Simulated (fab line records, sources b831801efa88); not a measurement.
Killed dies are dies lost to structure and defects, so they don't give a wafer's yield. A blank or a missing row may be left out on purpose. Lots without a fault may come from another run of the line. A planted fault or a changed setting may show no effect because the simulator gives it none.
Chamber matching | flow gf180mcu | GF_V1_CVD_02 on pecvd-03: 3 sister chambers
The step deposits SiO2 from TEOS, target thk 850 nm, time 94.851 s. 3 wafers are shown with their chamber, then 7 later ones without.

WAFERS WITH THEIR CHAMBER
wafer  | chamber | heater_power_w (W)
L081.6 | 1       | 460
L085.2 | 2       | 723
L085.5 | 0       | 509

WAFERS WITHOUT THEIR CHAMBER
wafer  | heater_power_w (W)
L085.6 | 569
L086.1 | 640
L086.3 | 590
L086.5 | 710
L093.2 | 620
L093.5 | 586
L093.6 | 649

WHICH CHAMBER EACH WENT THROUGH
wafer  | from the rows above          | in truth
L085.6 | can't be placed: 0 or 1 or 2 | 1
L086.1 | can't be placed: 2 or 0 or 1 | 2
L086.3 | can't be placed: 0 or 1 or 2 | 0
L086.5 | 2                            | 2
L093.2 | can't be placed: 2 or 0 or 1 | 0
L093.5 | can't be placed: 0 or 1 or 2 | 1
L093.6 | can't be placed: 2 or 0 or 1 | 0
Placed correctly: 1 of 7. Can't be placed from these rows: 6 (the true chamber is among the candidates in 6). Placed wrongly: 0.
How it was worked out, from the rows above alone: a wafer's distance from a chamber is the root of the sum, over the readings, of the square of ((its reading less the chamber's mean) divided by the reading's scatter). The wafer belongs to the nearest chamber; if the next one is less than 2 further off, it can't be placed. A chamber's mean is the mean of its shown wafers. The scatter: with one shown wafer a chamber, the root of the mean of the squares of how far each hidden wafer lies from its nearest shown one.
